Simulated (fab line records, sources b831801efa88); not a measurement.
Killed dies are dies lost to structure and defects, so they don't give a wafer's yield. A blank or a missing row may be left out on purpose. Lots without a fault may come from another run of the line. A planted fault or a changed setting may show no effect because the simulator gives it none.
fab line records | flow gf180mcu
record lots=5 wafers=15 last_day=32
route steps=602 shown LVPWELL@55
lots that met no fault: from a run of the same line without faults
start_h: hours from the record's first day to the start of the lot's first wafer shown | wait_h: hours since the lot's step before | " the same as in the row above | L1.1+2: a row that stands for several wafers | - no value, or no start given | * or withheld: withheld | < > ~ a bound
route shown NAME@n: a module of which the file shows steps, and the number in the route of the first | usual: mean/standard deviation of fault-free wafers | same: alike in all rows | chamber/n: place in a boat | sites: the reading at each site | _std_site: their standard deviation | _edge_site: outer sites' mean less inner sites' | radius_mm: how far each site lies from the wafer's centre | mask NAME#n: copy n | behind: the tool/chamber that last shaped the wafer | hold: why the lot was held/for how many hours/how that ended | device: the transistor (n, p or np) that didn't switch | end of line: the same wafers' tests at the end of the route | a step without rows: its recipe alone | killed: dies lost to structure and defects at the first sort, not the wafer's yield | map: a wafer's dies, x killed, . not, _ none there
set.NAME: the setting as run; set.NAME@STEP: as run at that earlier step | model.NAME: the simulator's own value behind a step, which no gauge read
lots at some steps of the route; a table a step, a row a wafer
services: from which hour (start_h, from the record's first day; less than 0 if before it) a tool's chamber was out of use, for how many hours, and why
## steps
# step GF_LVPWELL_HMDS_01
# recipe prime_time_s=60 prime_temp_c=120
# same prime_time_s=60
# columns lot.wafer tool chamber start_h wait_h
L074.1+3+5 litho_track-03 0 62.13 0.1
L081.2+5+6 litho_track-04 0 100.08 0.1
L083.2+4+6 litho_track-01 0 112.57 0.1
L086.2+3+6 litho_track-01 0 128.67 0.1
L089.2+4+6 litho_track-01 0 145.31 0.1
# step GF_LVPWELL_COAT_02
# recipe spin_rpm=2000 resist_thk_nm=3000
# usual dispense_pressure_kPa=51.3/1.5
# columns lot.wafer tool chamber start_h wait_h dispense_pressure_kPa
L074.1 litho_track-03 0 62.28 0.1 49.2
L074.3 " 0 " " 49.2
L074.5 " 0 " " 49.2
L081.2 litho_track-04 0 100.23 0.1 52.9
L081.5 " 0 " " 52.9
L081.6 " 0 " " 52.9
L083.2 litho_track-01 0 112.72 0.1 51.1
L083.4 " 0 " " 51.0
L083.6 " 0 " " 51.0
L086.2 litho_track-01 0 128.82 0.1 51.0
L086.3 " 0 " " 51.0
L086.6 " 0 " " 51.0
L089.2 litho_track-01 0 145.46 0.1 51.0
L089.4 " 0 " " 51.1
L089.6 " 0 " " 51.1
# step GF_LVPWELL_SOFTBAKE_03
# recipe temp_c=110 time_s=withheld
# columns lot.wafer tool chamber start_h wait_h
L074.1+3+5 litho_track-03 0 62.43 0.1
L081.2+5+6 litho_track-04 0 100.38 0.1
L083.2+4+6 litho_track-01 0 112.87 0.1
L086.2+3+6 litho_track-01 0 128.97 0.1
L089.2+4+6 litho_track-01 0 145.62 0.1
# step GF_LVPWELL_EXPOSE_04
# recipe mask_id=LVPWELL target_cd_nm=600 na=0.6 source_shape=conventional sigma_outer=0.6 dose_mj=260
# columns lot.wafer tool chamber start_h wait_h mask
L074.1+3+5 iline_stepper-01 0 - - LVPWELL#0
L081.2+5+6 iline_stepper-01 0 - - LVPWELL#0
L083.2+4+6 iline_stepper-01 0 - - LVPWELL#0
L086.2+3+6 iline_stepper-02 0 - - LVPWELL#0
L089.2+4+6 iline_stepper-02 0 - - LVPWELL#0
# step GF_LVPWELL_PEB_05
# recipe temp_c=115 time_s=withheld
# columns lot.wafer tool chamber start_h wait_h
L074.1+3+5 litho_track-01 0 - -
L081.2+5+6 litho_track-01 0 - -
L083.2+4+6 litho_track-03 0 - -
L086.2+3+6 litho_track-03 0 - -
L089.2+4+6 litho_track-03 0 - -
# step GF_LVPWELL_DEVELOP_06
# recipe wall_angle_deg=90 develop_time_s=60 dev_temp_c=23
# same develop_time_s=60
# columns lot.wafer tool chamber start_h wait_h
L074.1+3+5 litho_track-01 0 - -
L081.2+5+6 litho_track-01 0 - -
L083.2+4+6 litho_track-03 0 - -
L086.2+3+6 litho_track-03 0 - -
L089.2+4+6 litho_track-03 0 - -
# step GF_LVPWELL_OVL_MEAS_07
# usual LVPWELL_OVL=-0.4/1.2
# columns lot.wafer tool chamber start_h wait_h LVPWELL_OVL[nm]
L074.1 overlay-02 - 69.24 - -2.5
L074.3 " - " " -1.2
L074.5 " - " " -1.0
L081.2 overlay-02 - 107.40 - 1.9
L081.5 " - " " -1.0
L081.6 " - " " 0.7
L083.2 overlay-01 - 120.54 - -0.5
L083.4 " - " " 1.4
L083.6 " - " " -0.9
L086.2 overlay-01 - 137.04 - -3.4
L086.3 " - " " -1.4
L086.6 " - " " -1.2
L089.2 overlay-01 - 153.59 - -0.7
L089.4 " - " " -2.6
L089.6 " - " " -0.7
## services
# columns tool chamber start_h hours kind
iline_stepper-01 - 58.74 - calibration
iline_stepper-02 - 97.61 3.8 repair
iline_stepper-01 0 109.87 - calibration
iline_stepper-02 0 117.46 - calibration
iline_stepper-01 - 122.50 1.7 pm
## key
fault none
